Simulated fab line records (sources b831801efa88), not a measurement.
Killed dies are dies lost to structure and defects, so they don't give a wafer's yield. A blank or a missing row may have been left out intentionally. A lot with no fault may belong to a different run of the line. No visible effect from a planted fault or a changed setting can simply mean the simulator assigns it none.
fab line records / flow sky130 / part 2 of 2: steps 28 to 37 of 37
[record] lots = 5 wafers = 15 last_day = 48
route steps=708 shown LOCAL_INTERCONNECT@396 CONTACT@406
lots that met no fault: taken from a fault-free run of the same line
start_h: the number of hours between the record's first day and the start of the first shown wafer of the lot / wait_h: time in hours since the lot's previous step / " the same as in the row above / L1.1+2: several wafers, shown together as one row / - either no value or no given start / * or withheld: withheld / < > ~ a bound
route shown NAME@n: a module of which the file shows steps, and the number in the route of the first / usual: the fault-free wafers' mean and standard deviation / same: alike in all rows / chamber/n: place in a boat / sites: the reading at each site / _std_site: their standard deviation / _edge_site: mean of outer sites minus mean of inner sites / radius_mm: how far each site lies from the wafer's centre / mask NAME#n: copy n / behind: the tool/chamber that last shaped the wafer / hold: what put the lot on hold/how long, in hours/how the hold closed / device: names the non-switching transistor (n, p or np) / end of line: at the end of the route, the tests of the same wafers / for a step that has no rows: nothing shown but its recipe / killed: at the first sort, the dies lost to defects and structure; wafer yield is something else / map: the dies of a wafer, with x for killed, . for not killed, _ for no die there
set.NAME: setting as actually run; set.NAME@STEP: the setting as run at that earlier step / model.NAME: the simulator's own value behind a step, which no gauge read
certain route steps with their lots: each step a table, each wafer a row
services: the hour from which a tool's chamber was out of use, counted from the record's first day as start_h (under 0 if before that day), plus the number of hours and why
[[steps]]
[step SKY_CONTACT_ETCH_17]
[recipe] target = SiO2 chemistry = C4F8/O2/Ar stop_on = Si3N4 mask_material = KrF-thick source_w = 1500 bias_w = 1200 pressure_mtorr = 40 c4f8_flow_sccm = withheld O2_flow_sccm = 6 Ar_flow_sccm = 300 time_s = withheld target_depth_a = 3400
[usual] oes_product_au = 0.891/0.005 rf_fwd_power_W = 1489/4.6
lot.wafer=L079.4 tool=rie_diel-03 chamber=3 start_h=758.50 wait_h=0.0 oes_product_au=0.904 rf_fwd_power_W=1485
lot.wafer=L079.5 tool=rie_diel-03 chamber=0 start_h=758.50 wait_h=0.0 oes_product_au=0.894 rf_fwd_power_W=1486
lot.wafer=L079.6 tool=rie_diel-03 chamber=3 start_h=758.50 wait_h=0.0 oes_product_au=0.892 rf_fwd_power_W=1488
lot.wafer=L080.2 tool=rie_diel-02 chamber=3 start_h=775.75 wait_h=0.0 oes_product_au=0.899 rf_fwd_power_W=1485
lot.wafer=L080.5 tool=rie_diel-02 chamber=0 start_h=775.75 wait_h=0.0 oes_product_au=0.891 rf_fwd_power_W=1491
lot.wafer=L080.6 tool=rie_diel-02 chamber=3 start_h=775.75 wait_h=0.0 oes_product_au=0.898 rf_fwd_power_W=1495
lot.wafer=L084.1 tool=rie_diel-03 chamber=2 start_h=810.25 wait_h=0.0 oes_product_au=0.889 rf_fwd_power_W=1485
lot.wafer=L084.4 tool=rie_diel-03 chamber=0 start_h=810.25 wait_h=0.0 oes_product_au=0.884 rf_fwd_power_W=1496
lot.wafer=L084.6 tool=rie_diel-03 chamber=2 start_h=810.25 wait_h=0.0 oes_product_au=0.887 rf_fwd_power_W=1483
lot.wafer=L086.3 tool=rie_diel-02 chamber=2 start_h=835.30 wait_h=0.0 oes_product_au=0.894 rf_fwd_power_W=1485
lot.wafer=L086.5 tool=rie_diel-02 chamber=2 start_h=835.30 wait_h=0.0 oes_product_au=0.886 rf_fwd_power_W=1487
lot.wafer=L086.6 tool=rie_diel-02 chamber=1 start_h=835.30 wait_h=0.0 oes_product_au=0.886 rf_fwd_power_W=1484
lot.wafer=L087.2 tool=rie_diel-04 chamber=3 start_h=836.25 wait_h=0.0 oes_product_au=0.889 rf_fwd_power_W=1491
lot.wafer=L087.5 tool=rie_diel-04 chamber=0 start_h=836.25 wait_h=0.0 oes_product_au=0.898 rf_fwd_power_W=1488
lot.wafer=L087.6 tool=rie_diel-04 chamber=1 start_h=836.25 wait_h=0.0 oes_product_au=0.890 rf_fwd_power_W=1490
[step SKY_CONTACT_ETCH_18]
[recipe] target = Si3N4 chemistry = CHF3/O2 stop_on = TiN source_w = 600 bias_w = 200 pressure_mtorr = 40 chf3_flow_sccm = 50 O2_flow_sccm = 5 time_s = 39 target_depth_a = 750
[usual] chf3_flow_sccm = 50.02/0.15 drypump_motor_current_A = 6.0/0.43 oes_product_au = 0.852/0.008 rf_fwd_power_W = 594.1/2.4 throttle_valve_pct = 8.793/0.009
lot.wafer=L079.4 tool=rie_diel-03 chamber=3 start_h=- wait_h=- chf3_flow_sccm=50.07 drypump_motor_current_A=5.7 oes_product_au=0.862 rf_fwd_power_W=588.9 rf_hours_counter_h=0 throttle_valve_pct=8.772
lot.wafer=L079.5 tool=rie_diel-03 chamber=0 start_h=- wait_h=- chf3_flow_sccm=49.98 drypump_motor_current_A=5.5 oes_product_au=0.871 rf_fwd_power_W=594.1 rf_hours_counter_h=- throttle_valve_pct=8.791
lot.wafer=L079.6 tool=rie_diel-03 chamber=3 start_h=- wait_h=- chf3_flow_sccm=50.08 drypump_motor_current_A=5.7 oes_product_au=0.867 rf_fwd_power_W=588.8 rf_hours_counter_h=- throttle_valve_pct=8.795
lot.wafer=L080.2 tool=rie_diel-02 chamber=3 start_h=- wait_h=- chf3_flow_sccm=50.10 drypump_motor_current_A=5.7 oes_product_au=0.859 rf_fwd_power_W=594.3 rf_hours_counter_h=8 throttle_valve_pct=8.796
lot.wafer=L080.5 tool=rie_diel-02 chamber=0 start_h=- wait_h=- chf3_flow_sccm=49.86 drypump_motor_current_A=6.5 oes_product_au=0.860 rf_fwd_power_W=594.7 rf_hours_counter_h=- throttle_valve_pct=8.787
lot.wafer=L080.6 tool=rie_diel-02 chamber=3 start_h=- wait_h=- chf3_flow_sccm=50.07 drypump_motor_current_A=5.7 oes_product_au=0.855 rf_fwd_power_W=598.4 rf_hours_counter_h=- throttle_valve_pct=8.813
lot.wafer=L084.1 tool=rie_diel-03 chamber=2 start_h=- wait_h=- chf3_flow_sccm=49.93 drypump_motor_current_A=6.2 oes_product_au=0.849 rf_fwd_power_W=594.1 rf_hours_counter_h=5 throttle_valve_pct=8.784
lot.wafer=L084.4 tool=rie_diel-03 chamber=0 start_h=- wait_h=- chf3_flow_sccm=50.18 drypump_motor_current_A=5.5 oes_product_au=0.858 rf_fwd_power_W=596.1 rf_hours_counter_h=9 throttle_valve_pct=8.803
lot.wafer=L084.6 tool=rie_diel-03 chamber=2 start_h=- wait_h=- chf3_flow_sccm=50.01 drypump_motor_current_A=6.2 oes_product_au=0.851 rf_fwd_power_W=596.1 rf_hours_counter_h=- throttle_valve_pct=8.789
lot.wafer=L086.3 tool=rie_diel-02 chamber=2 start_h=- wait_h=- chf3_flow_sccm=50.08 drypump_motor_current_A=6.1 oes_product_au=0.850 rf_fwd_power_W=592.3 rf_hours_counter_h=25 throttle_valve_pct=8.787
lot.wafer=L086.5 tool=rie_diel-02 chamber=2 start_h=- wait_h=- chf3_flow_sccm=49.92 drypump_motor_current_A=6.1 oes_product_au=0.846 rf_fwd_power_W=597.0 rf_hours_counter_h=- throttle_valve_pct=8.793
lot.wafer=L086.6 tool=rie_diel-02 chamber=1 start_h=- wait_h=- chf3_flow_sccm=50.06 drypump_motor_current_A=5.3 oes_product_au=0.843 rf_fwd_power_W=593.4 rf_hours_counter_h=- throttle_valve_pct=8.788
lot.wafer=L087.2 tool=rie_diel-04 chamber=3 start_h=- wait_h=- chf3_flow_sccm=49.84 drypump_motor_current_A=5.9 oes_product_au=0.850 rf_fwd_power_W=597.9 rf_hours_counter_h=14 throttle_valve_pct=8.813
lot.wafer=L087.5 tool=rie_diel-04 chamber=0 start_h=- wait_h=- chf3_flow_sccm=50.02 drypump_motor_current_A=5.9 oes_product_au=0.856 rf_fwd_power_W=596.4 rf_hours_counter_h=- throttle_valve_pct=8.782
lot.wafer=L087.6 tool=rie_diel-04 chamber=1 start_h=- wait_h=- chf3_flow_sccm=50.16 drypump_motor_current_A=6.7 oes_product_au=0.859 rf_fwd_power_W=591.8 rf_hours_counter_h=- throttle_valve_pct=8.791
[step SKY_CONTACT_STRIP_19]
[recipe] chemistry = O2/N2 power_w = 1400 pressure_mtorr = 1500 platen_temp_c = withheld o2_flow_sccm = 3000 n2_flow_sccm = 300 overash_fraction = 0.5
[usual] drypump_motor_current_A = 5.62/0.27 oes_product_au = 0.380/0.0048 strip_time_to_endpoint_s = 3.61/0.036
lot.wafer=L079.4 tool=plasma_asher-03 chamber=0 start_h=758.62 wait_h=- drypump_motor_current_A=5.38 oes_product_au=0.376 rf_hours_counter_h=- strip_time_to_endpoint_s=3.59
lot.wafer=L079.5 tool=plasma_asher-03 chamber=1 start_h=758.62 wait_h=- drypump_motor_current_A=5.74 oes_product_au=0.380 rf_hours_counter_h=- strip_time_to_endpoint_s=3.58
lot.wafer=L079.6 tool=plasma_asher-03 chamber=0 start_h=758.62 wait_h=- drypump_motor_current_A=5.38 oes_product_au=0.376 rf_hours_counter_h=- strip_time_to_endpoint_s=3.59
lot.wafer=L080.2 tool=plasma_asher-03 chamber=0 start_h=775.84 wait_h=- drypump_motor_current_A=5.38 oes_product_au=0.383 rf_hours_counter_h=91 strip_time_to_endpoint_s=3.62
lot.wafer=L080.5 tool=plasma_asher-03 chamber=1 start_h=775.84 wait_h=- drypump_motor_current_A=5.75 oes_product_au=0.383 rf_hours_counter_h=- strip_time_to_endpoint_s=3.66
lot.wafer=L080.6 tool=plasma_asher-03 chamber=0 start_h=775.84 wait_h=- drypump_motor_current_A=5.37 oes_product_au=0.380 rf_hours_counter_h=- strip_time_to_endpoint_s=3.60
lot.wafer=L084.1 tool=plasma_asher-03 chamber=0 start_h=810.34 wait_h=- drypump_motor_current_A=5.35 oes_product_au=0.376 rf_hours_counter_h=94 strip_time_to_endpoint_s=3.56
lot.wafer=L084.4 tool=plasma_asher-03 chamber=1 start_h=810.34 wait_h=- drypump_motor_current_A=5.73 oes_product_au=0.382 rf_hours_counter_h=- strip_time_to_endpoint_s=3.59
lot.wafer=L084.6 tool=plasma_asher-03 chamber=0 start_h=810.34 wait_h=- drypump_motor_current_A=5.38 oes_product_au=0.376 rf_hours_counter_h=- strip_time_to_endpoint_s=3.57
lot.wafer=L086.3 tool=plasma_asher-04 chamber=0 start_h=835.42 wait_h=- drypump_motor_current_A=5.86 oes_product_au=0.372 rf_hours_counter_h=- strip_time_to_endpoint_s=3.65
lot.wafer=L086.5 tool=plasma_asher-04 chamber=1 start_h=835.42 wait_h=- drypump_motor_current_A=6.01 oes_product_au=0.383 rf_hours_counter_h=- strip_time_to_endpoint_s=3.65
lot.wafer=L086.6 tool=plasma_asher-04 chamber=0 start_h=835.42 wait_h=- drypump_motor_current_A=5.85 oes_product_au=0.371 rf_hours_counter_h=- strip_time_to_endpoint_s=3.64
lot.wafer=L087.2 tool=plasma_asher-02 chamber=1 start_h=836.34 wait_h=- drypump_motor_current_A=5.43 oes_product_au=0.385 rf_hours_counter_h=72 strip_time_to_endpoint_s=3.62
lot.wafer=L087.5 tool=plasma_asher-02 chamber=1 start_h=836.34 wait_h=- drypump_motor_current_A=5.43 oes_product_au=0.366 rf_hours_counter_h=- strip_time_to_endpoint_s=3.55
lot.wafer=L087.6 tool=plasma_asher-02 chamber=0 start_h=836.34 wait_h=- drypump_motor_current_A=5.31 oes_product_au=0.378 rf_hours_counter_h=- strip_time_to_endpoint_s=3.63
[step SKY_CONTACT_STRIP_20]
[recipe] chemistry = post_etch_residue_remover time_s = 1200 temp_c = 72.5
[usual] bath_guard_temp_C = 72.9/0.71
lot.wafer=L079.4 tool=wet_bench-03 chamber=1 start_h=758.69 wait_h=0.0 bath_guard_temp_C=71.5
lot.wafer=L079.5 tool=wet_bench-03 chamber=1 start_h=758.69 wait_h=0.0 bath_guard_temp_C=71.5
lot.wafer=L079.6 tool=wet_bench-03 chamber=1 start_h=758.69 wait_h=0.0 bath_guard_temp_C=71.7
lot.wafer=L080.2 tool=wet_bench-01 chamber=1 start_h=775.94 wait_h=0.1 bath_guard_temp_C=73.3
lot.wafer=L080.5 tool=wet_bench-01 chamber=1 start_h=775.94 wait_h=0.1 bath_guard_temp_C=73.0
lot.wafer=L080.6 tool=wet_bench-01 chamber=1 start_h=775.94 wait_h=0.1 bath_guard_temp_C=73.4
lot.wafer=L084.1 tool=wet_bench-03 chamber=2 start_h=810.44 wait_h=0.1 bath_guard_temp_C=72.4
lot.wafer=L084.4 tool=wet_bench-03 chamber=2 start_h=810.44 wait_h=0.1 bath_guard_temp_C=72.4
lot.wafer=L084.6 tool=wet_bench-03 chamber=2 start_h=810.44 wait_h=0.1 bath_guard_temp_C=72.2
lot.wafer=L086.3 tool=wet_bench-02 chamber=1 start_h=835.49 wait_h=0.0 bath_guard_temp_C=73.7
lot.wafer=L086.5 tool=wet_bench-02 chamber=1 start_h=835.49 wait_h=0.0 bath_guard_temp_C=74.0
lot.wafer=L086.6 tool=wet_bench-02 chamber=1 start_h=835.49 wait_h=0.0 bath_guard_temp_C=73.7
lot.wafer=L087.2 tool=wet_bench-02 chamber=1 start_h=836.44 wait_h=0.1 bath_guard_temp_C=73.7
lot.wafer=L087.5 tool=wet_bench-02 chamber=1 start_h=836.44 wait_h=0.1 bath_guard_temp_C=73.8
lot.wafer=L087.6 tool=wet_bench-02 chamber=1 start_h=836.44 wait_h=0.1 bath_guard_temp_C=73.7
[step SKY_CONTACT_CLEAN_21]
[recipe] chemistry = IPA time_s = 180 temp_c = 25
lot.wafer=L079.4+5+6 tool=wet_bench-01 chamber=3 start_h=759.03 wait_h=0.0
lot.wafer=L080.2+5+6 tool=wet_bench-02 chamber=1 start_h=776.28 wait_h=0.0
lot.wafer=L084.1+4+6 tool=wet_bench-02 chamber=1 start_h=810.78 wait_h=0.0
lot.wafer=L086.3+5+6 tool=wet_bench-01 chamber=1 start_h=835.86 wait_h=0.0
lot.wafer=L087.2+5+6 tool=wet_bench-01 chamber=2 start_h=836.81 wait_h=0.0
[step SKY_CONTACT_CLEAN_22]
[recipe] chemistry = O3/DIW dry = n2_spin
lot.wafer=L079.4+5+6 tool=wet_bench-02 chamber=1 start_h=759.10 wait_h=0.0
lot.wafer=L080.2+5+6 tool=wet_bench-01 chamber=0 start_h=776.35 wait_h=0.0
lot.wafer=L084.1+4+6 tool=wet_bench-01 chamber=0 start_h=810.84 wait_h=0.0
lot.wafer=L086.3+5+6 tool=wet_bench-03 chamber=1 start_h=835.92 wait_h=0.0
lot.wafer=L087.2+5+6 tool=wet_bench-02 chamber=2 start_h=836.87 wait_h=0.0
[step SKY_CONTACT_SPUTTER_23]
[recipe] material = TiN target_thk_nm = 20 chamber_pressure_pa = 5 power_w = 4000 time_s = 80
[usual] throttle_valve_pct = 29.5/0.87
lot.wafer=L079.4 tool=pvd_sputter-03 chamber=- start_h=759.28 wait_h=0.0 throttle_valve_pct=28.6
lot.wafer=L079.5 tool=pvd_sputter-03 chamber=- start_h=759.28 wait_h=0.0 throttle_valve_pct=28.9
lot.wafer=L079.6 tool=pvd_sputter-03 chamber=- start_h=759.28 wait_h=0.0 throttle_valve_pct=28.6
lot.wafer=L080.2 tool=pvd_sputter-03 chamber=- start_h=776.44 wait_h=0.0 throttle_valve_pct=28.4
lot.wafer=L080.5 tool=pvd_sputter-03 chamber=- start_h=776.44 wait_h=0.0 throttle_valve_pct=28.8
lot.wafer=L080.6 tool=pvd_sputter-03 chamber=- start_h=776.44 wait_h=0.0 throttle_valve_pct=28.7
lot.wafer=L084.1 tool=pvd_sputter-02 chamber=- start_h=810.94 wait_h=0.0 throttle_valve_pct=29.9
lot.wafer=L084.4 tool=pvd_sputter-02 chamber=- start_h=810.94 wait_h=0.0 throttle_valve_pct=30.4
lot.wafer=L084.6 tool=pvd_sputter-02 chamber=- start_h=810.94 wait_h=0.0 throttle_valve_pct=31.2
lot.wafer=L086.3 tool=pvd_sputter-03 chamber=- start_h=836.01 wait_h=0.0 throttle_valve_pct=28.8
lot.wafer=L086.5 tool=pvd_sputter-03 chamber=- start_h=836.01 wait_h=0.0 throttle_valve_pct=28.7
lot.wafer=L086.6 tool=pvd_sputter-03 chamber=- start_h=836.01 wait_h=0.0 throttle_valve_pct=28.7
lot.wafer=L087.2 tool=pvd_sputter-03 chamber=- start_h=836.97 wait_h=0.0 throttle_valve_pct=28.5
lot.wafer=L087.5 tool=pvd_sputter-03 chamber=- start_h=836.97 wait_h=0.0 throttle_valve_pct=28.8
lot.wafer=L087.6 tool=pvd_sputter-03 chamber=- start_h=836.97 wait_h=0.0 throttle_valve_pct=28.7
[step SKY_CONTACT_CVD_24]
[recipe] material = W target_thk_nm = 340 time_s = 102.12 temp_c = 400 pressure_torr = 40
[usual] chamber_pressure_Torr = 40.01/0.096 heater_power_w = 827/53
lot.wafer=L079.4 tool=cvd_w-01 chamber=1 start_h=759.38 wait_h=0.1 chamber_pressure_Torr=39.96 heater_power_w=784
lot.wafer=L079.5 tool=cvd_w-01 chamber=0 start_h=759.38 wait_h=0.1 chamber_pressure_Torr=39.97 heater_power_w=804
lot.wafer=L079.6 tool=cvd_w-01 chamber=1 start_h=759.38 wait_h=0.1 chamber_pressure_Torr=39.98 heater_power_w=764
lot.wafer=L080.2 tool=cvd_w-01 chamber=1 start_h=776.50 wait_h=0.0 chamber_pressure_Torr=40.24 heater_power_w=754
lot.wafer=L080.5 tool=cvd_w-01 chamber=1 start_h=776.50 wait_h=0.0 chamber_pressure_Torr=40.14 heater_power_w=781
lot.wafer=L080.6 tool=cvd_w-01 chamber=0 start_h=776.50 wait_h=0.0 chamber_pressure_Torr=40.06 heater_power_w=792
lot.wafer=L084.1 tool=cvd_w-02 chamber=1 start_h=811.00 wait_h=0.0 chamber_pressure_Torr=40.02 heater_power_w=909
lot.wafer=L084.4 tool=cvd_w-02 chamber=1 start_h=811.00 wait_h=0.0 chamber_pressure_Torr=39.87 heater_power_w=906
lot.wafer=L084.6 tool=cvd_w-02 chamber=0 start_h=811.00 wait_h=0.0 chamber_pressure_Torr=39.91 heater_power_w=848
lot.wafer=L086.3 tool=cvd_w-02 chamber=0 start_h=836.11 wait_h=0.1 chamber_pressure_Torr=39.88 heater_power_w=852
lot.wafer=L086.5 tool=cvd_w-02 chamber=1 start_h=836.11 wait_h=0.1 chamber_pressure_Torr=40.12 heater_power_w=940
lot.wafer=L086.6 tool=cvd_w-02 chamber=0 start_h=836.11 wait_h=0.1 chamber_pressure_Torr=39.90 heater_power_w=836
lot.wafer=L087.2 tool=cvd_w-01 chamber=1 start_h=837.03 wait_h=0.0 chamber_pressure_Torr=39.96 heater_power_w=780
lot.wafer=L087.5 tool=cvd_w-01 chamber=1 start_h=837.03 wait_h=0.0 chamber_pressure_Torr=40.01 heater_power_w=789
lot.wafer=L087.6 tool=cvd_w-01 chamber=0 start_h=837.03 wait_h=0.0 chamber_pressure_Torr=40.03 heater_power_w=811
[step SKY_CONTACT_RS_MEAS_25]
[recipe] thk_meas_gauge = four-point-probe reads = W_of_CONTACT_CVD_24+TiN_of_CONTACT_SPUTTER_23
[usual] CONTACT_W_RS = 0.339/0.005
lot.wafer=L079.4 tool=film_metro-01 chamber=- start_h=759.51 wait_h=0.1 CONTACT_W_RS[ohm/sq]=0.339
lot.wafer=L079.5 tool=film_metro-01 chamber=- start_h=759.51 wait_h=0.1 CONTACT_W_RS[ohm/sq]=0.346
lot.wafer=L079.6 tool=film_metro-01 chamber=- start_h=759.51 wait_h=0.1 CONTACT_W_RS[ohm/sq]=0.334
lot.wafer=L080.2 tool=film_metro-01 chamber=- start_h=776.63 wait_h=0.1 CONTACT_W_RS[ohm/sq]=0.330
lot.wafer=L080.5 tool=film_metro-01 chamber=- start_h=776.63 wait_h=0.1 CONTACT_W_RS[ohm/sq]=0.332
lot.wafer=L080.6 tool=film_metro-01 chamber=- start_h=776.63 wait_h=0.1 CONTACT_W_RS[ohm/sq]=0.340
lot.wafer=L084.1 tool=film_metro-02 chamber=- start_h=811.11 wait_h=0.1 CONTACT_W_RS[ohm/sq]=0.348
lot.wafer=L084.4 tool=film_metro-02 chamber=- start_h=811.11 wait_h=0.1 CONTACT_W_RS[ohm/sq]=0.343
lot.wafer=L084.6 tool=film_metro-02 chamber=- start_h=811.11 wait_h=0.1 CONTACT_W_RS[ohm/sq]=0.334
lot.wafer=L086.3 tool=film_metro-04 chamber=- start_h=836.22 wait_h=0.1 CONTACT_W_RS[ohm/sq]=0.334
lot.wafer=L086.5 tool=film_metro-04 chamber=- start_h=836.22 wait_h=0.1 CONTACT_W_RS[ohm/sq]=0.342
lot.wafer=L086.6 tool=film_metro-04 chamber=- start_h=836.22 wait_h=0.1 CONTACT_W_RS[ohm/sq]=0.331
lot.wafer=L087.2 tool=film_metro-04 chamber=- start_h=837.16 wait_h=0.1 CONTACT_W_RS[ohm/sq]=0.334
lot.wafer=L087.5 tool=film_metro-04 chamber=- start_h=837.16 wait_h=0.1 CONTACT_W_RS[ohm/sq]=0.337
lot.wafer=L087.6 tool=film_metro-04 chamber=- start_h=837.16 wait_h=0.1 CONTACT_W_RS[ohm/sq]=0.345
[step SKY_CONTACT_THK_MEAS_26]
[recipe] thk_meas_gauge = xrf reads = W_of_CONTACT_CVD_24
[usual] CONTACT_W_THK = 348/6.1
lot.wafer=L079.4 tool=film_metro-01 chamber=- start_h=759.60 wait_h=0.1 CONTACT_W_THK[nm]=348
lot.wafer=L079.5 tool=film_metro-01 chamber=- start_h=759.60 wait_h=0.1 CONTACT_W_THK[nm]=341
lot.wafer=L079.6 tool=film_metro-01 chamber=- start_h=759.60 wait_h=0.1 CONTACT_W_THK[nm]=353
lot.wafer=L080.2 tool=film_metro-01 chamber=- start_h=776.74 wait_h=0.1 CONTACT_W_THK[nm]=361
lot.wafer=L080.5 tool=film_metro-01 chamber=- start_h=776.74 wait_h=0.1 CONTACT_W_THK[nm]=362
lot.wafer=L080.6 tool=film_metro-01 chamber=- start_h=776.74 wait_h=0.1 CONTACT_W_THK[nm]=351
lot.wafer=L084.1 tool=film_metro-02 chamber=- start_h=811.23 wait_h=0.1 CONTACT_W_THK[nm]=340
lot.wafer=L084.4 tool=film_metro-02 chamber=- start_h=811.23 wait_h=0.1 CONTACT_W_THK[nm]=344
lot.wafer=L084.6 tool=film_metro-02 chamber=- start_h=811.23 wait_h=0.1 CONTACT_W_THK[nm]=352
lot.wafer=L086.3 tool=film_metro-04 chamber=- start_h=836.32 wait_h=0.1 CONTACT_W_THK[nm]=355
lot.wafer=L086.5 tool=film_metro-04 chamber=- start_h=836.32 wait_h=0.1 CONTACT_W_THK[nm]=347
lot.wafer=L086.6 tool=film_metro-04 chamber=- start_h=836.32 wait_h=0.1 CONTACT_W_THK[nm]=359
lot.wafer=L087.2 tool=film_metro-04 chamber=- start_h=837.27 wait_h=0.1 CONTACT_W_THK[nm]=354
lot.wafer=L087.5 tool=film_metro-04 chamber=- start_h=837.27 wait_h=0.1 CONTACT_W_THK[nm]=350
lot.wafer=L087.6 tool=film_metro-04 chamber=- start_h=837.27 wait_h=0.1 CONTACT_W_THK[nm]=345
[[services]]
tool=rie_diel-02 chamber=- start_h=706.69 hours=2.8 kind=pm
tool=wet_bench-04 chamber=- start_h=707.52 hours=3.6 kind=repair
tool=rie_diel-03 chamber=2 start_h=720.90 hours=6.9 kind=repair
tool=rie_metal-02 chamber=- start_h=721.68 hours=1.4 kind=pm
tool=krf_scanner-02 chamber=- start_h=722.37 hours=7.8 kind=repair
tool=wet_bench-02 chamber=- start_h=726.25 hours=3.7 kind=repair
tool=krf_scanner-01 chamber=- start_h=730.18 hours=0.8 kind=pm
tool=plasma_asher-03 chamber=- start_h=733.12 hours=14.6 kind=pm
tool=plasma_asher-01 chamber=- start_h=733.75 hours=9.0 kind=pm
tool=krf_scanner-01 chamber=- start_h=734.16 hours=1.3 kind=pm
tool=plasma_asher-02 chamber=- start_h=742.75 hours=2.8 kind=pm
tool=cmp-02 chamber=- start_h=744.15 hours=4.0 kind=pm
tool=krf_scanner-02 chamber=- start_h=746.23 hours=0.8 kind=pm
tool=krf_scanner-02 chamber=- start_h=756.00 hours=1.3 kind=pm
tool=pecvd-01 chamber=0 start_h=758.20 hours=4.7 kind=repair
tool=cvd_w-01 chamber=0 start_h=760.35 hours=1.5 kind=repair
tool=krf_scanner-02 chamber=- start_h=761.90 hours=1.0 kind=pm
tool=pvd_sputter-03 chamber=- start_h=763.95 hours=10.5 kind=repair
tool=cvd_w-01 chamber=- start_h=786.08 hours=2.8 kind=pm
tool=krf_scanner-02 chamber=- start_h=790.72 hours=0.2 kind=repair
tool=rie_diel-03 chamber=3 start_h=796.76 hours=3.7 kind=repair
tool=pvd_sputter-03 chamber=- start_h=806.33 hours=1.3 kind=repair
tool=rie_diel-02 chamber=- start_h=806.53 hours=0.3 kind=repair
tool=cmp-02 chamber=- start_h=825.40 hours=4.7 kind=pm
